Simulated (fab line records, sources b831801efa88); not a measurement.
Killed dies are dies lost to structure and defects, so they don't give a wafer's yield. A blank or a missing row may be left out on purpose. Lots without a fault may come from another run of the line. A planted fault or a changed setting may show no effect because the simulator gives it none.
Which tool did it? | flow sky130 | 6 lots, 18 wafers sampled, at 2 steps of a route of 708

WHAT THE GAUGES READ, wafer by wafer
SKY_VIA1_THK_MEAS_01.
lot  | measured     | on            | VIA1_HDPCVD_THK (nm)
L333 | day 33 10:09 | film_metro-03 | 1051 1050 1019
L335 | day 34 05:15 | film_metro-02 | 1024 1019 999
L345 | day 37 09:28 | film_metro-01 | 1010 1019 989
L348 | day 38 19:06 | film_metro-02 | 1036 1049 1040
L351 | day 39 06:06 | film_metro-02 | 1041 1048 1062
L354 | day 40 04:39 | film_metro-01 | 1034 1024 1034

WHICH TOOL RAN EACH LOT (tool, then ch and the chambers of the sampled wafers, then the start)
lot  | SKY_METAL1_STRIP_20
L333 | plasma_asher-03 ch 0,1, day 33 09:22
L335 | plasma_asher-04 ch 0,1, day 34 04:28
L345 | plasma_asher-01 ch 0,1, day 37 08:46
L348 | plasma_asher-01 ch 0,1, day 38 18:23
L351 | plasma_asher-03 ch 0,1, day 39 05:25
L354 | plasma_asher-03 ch 0,1, day 40 03:58
- SKY_METAL1_STRIP_20: strips in O2/N2.

THE ANSWER, worked out from the rows above alone
Rule: what is usual is taken from the lots themselves. Put in order of their means at a reading, lots are off if they are a third of the lots or fewer, leave a main group of 4 or more, and stand apart from it by a gap of 3 or more times the standard deviation of the main group's means; of several such gaps the widest counts. A main group whose means are all the same, to the digits that the tables above print for the reading, isn't used. A lot without any number at a reading at which 4 lots or more have one is off too. The other lots that the step has rows for count as sound.
No lot is off at any reading shown: from this, nothing can be told.

WHAT THE SIMULATOR HAD PUT IN
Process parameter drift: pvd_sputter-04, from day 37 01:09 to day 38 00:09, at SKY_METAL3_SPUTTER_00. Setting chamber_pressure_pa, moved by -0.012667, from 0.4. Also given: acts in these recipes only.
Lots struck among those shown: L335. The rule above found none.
